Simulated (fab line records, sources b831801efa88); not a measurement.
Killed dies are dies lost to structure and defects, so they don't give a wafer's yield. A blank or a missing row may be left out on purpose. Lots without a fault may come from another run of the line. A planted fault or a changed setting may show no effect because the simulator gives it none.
Which tool did it? | flow gf180mcu | 11 lots, 33 wafers sampled, at 5 steps of a route of 602

WHAT THE GAUGES READ, wafer by wafer
GF_M4_RS_MEAS_05: measures by four-point-probe.
lot  | measured     | on            | M4_ALCU_RS (ohm/sq)
L913 | day 22 22:44 | film_metro-03 | 0.0685 0.0702 0.0674
L914 | day 23 03:52 | film_metro-02 | 0.0693 0.0693 0.0697
L915 | day 23 16:57 | film_metro-02 | 0.0701 0.0687 0.0686
L916 | day 24 07:15 | film_metro-03 | 0.0676 0.0683 0.0679
L917 | day 24 08:20 | film_metro-03 | 0.0686 0.0693 0.0693
L922 | day 26 00:08 | film_metro-03 | 0.0632 0.0631 0.0638 0.0633 0.0630 0.0638
L924 | day 26 15:26 | film_metro-02 | 0.0637 0.0636 0.0637 0.0638 0.0637 0.0636
L928 | day 28 00:13 | film_metro-03 | 0.0683 0.0689 0.0698
L931 | day 28 22:15 | film_metro-02 | 0.0692 0.0701 0.0696
L934 | day 29 16:45 | film_metro-02 | 0.0684 0.0686 0.0699
L936 | day 30 11:23 | film_metro-02 | 0.0688 0.0679 0.0690

WHICH TOOL RAN EACH LOT (tool, then ch and the chambers of the sampled wafers, then the start)
lot  | GF_M4_SPUTTER_00             | GF_M4_SPUTTER_02             | GF_M4_SPUTTER_03             | GF_M4_SPUTTER_04
L913 | pvd_sputter-03, day 22 22:29 | pvd_sputter-03, day 22 22:37 | pvd_sputter-03, day 22 22:39 | pvd_sputter-03, day 22 22:40
L914 | pvd_sputter-02, day 23 03:38 | pvd_sputter-02, day 23 03:46 | pvd_sputter-02, day 23 03:47 | pvd_sputter-02, day 23 03:49
L915 | pvd_sputter-03, day 23 16:44 | pvd_sputter-03, day 23 16:52 | pvd_sputter-03, day 23 16:53 | pvd_sputter-03, day 23 16:55
L916 | pvd_sputter-04, day 24 07:02 | pvd_sputter-04, day 24 07:10 | pvd_sputter-04, day 24 07:11 | pvd_sputter-04, day 24 07:13
L917 | pvd_sputter-03, day 24 08:05 | pvd_sputter-03, day 24 08:13 | pvd_sputter-03, day 24 08:15 | pvd_sputter-03, day 24 08:16
L922 | pvd_sputter-03, day 25 23:52 | pvd_sputter-03, day 26 00:00 | pvd_sputter-03, day 26 00:02 | pvd_sputter-03, day 26 00:04
L924 | pvd_sputter-03, day 26 15:12 | pvd_sputter-03, day 26 15:20 | pvd_sputter-03, day 26 15:22 | pvd_sputter-03, day 26 15:23
L928 | pvd_sputter-02, day 27 23:57 | pvd_sputter-02, day 28 00:05 | pvd_sputter-02, day 28 00:07 | pvd_sputter-02, day 28 00:08
L931 | pvd_sputter-02, day 28 22:02 | pvd_sputter-02, day 28 22:10 | pvd_sputter-02, day 28 22:11 | pvd_sputter-02, day 28 22:13
L934 | pvd_sputter-04, day 29 16:16 | pvd_sputter-04, day 29 16:32 | pvd_sputter-04, day 29 16:35 | pvd_sputter-04, day 29 16:38
L936 | pvd_sputter-03, day 30 11:10 | pvd_sputter-03, day 30 11:18 | pvd_sputter-03, day 30 11:20 | pvd_sputter-03, day 30 11:22
- GF_M4_SPUTTER_00: material Ti, target thk 37.5 nm, time 150 s.
- GF_M4_SPUTTER_02: material AlCu, target thk 450 nm, time 23.9 s.
- GF_M4_SPUTTER_03: material Ti, target thk 10 nm, time 6.7 s.
- GF_M4_SPUTTER_04: material TiN, target thk 50 nm, time 41.7 s.

THE ANSWER, worked out from the rows above alone
Rule: what is usual is taken from the lots themselves. Put in order of their means at a reading, lots are off if they are a third of the lots or fewer, leave a main group of 4 or more, and stand apart from it by a gap of 3 or more times the standard deviation of the main group's means; of several such gaps the widest counts. A main group whose means are all the same, to the digits that the tables above print for the reading, isn't used. A lot without any number at a reading at which 4 lots or more have one is off too. The other lots that the step has rows for count as sound.
Off: L922, L924, at GF_M4_RS_MEAS_05 (M4_ALCU_RS). The main group: mean 0.0689 ohm/sq, standard deviation 0.00047.
A tool fits if, at a process step before that reading, it ran every lot that is off, and no sound lot after the first of them. The gauges at GF_M4_RS_MEAS_05 are tried like those tools. None of those tried fits.

WHAT THE SIMULATOR HAD PUT IN
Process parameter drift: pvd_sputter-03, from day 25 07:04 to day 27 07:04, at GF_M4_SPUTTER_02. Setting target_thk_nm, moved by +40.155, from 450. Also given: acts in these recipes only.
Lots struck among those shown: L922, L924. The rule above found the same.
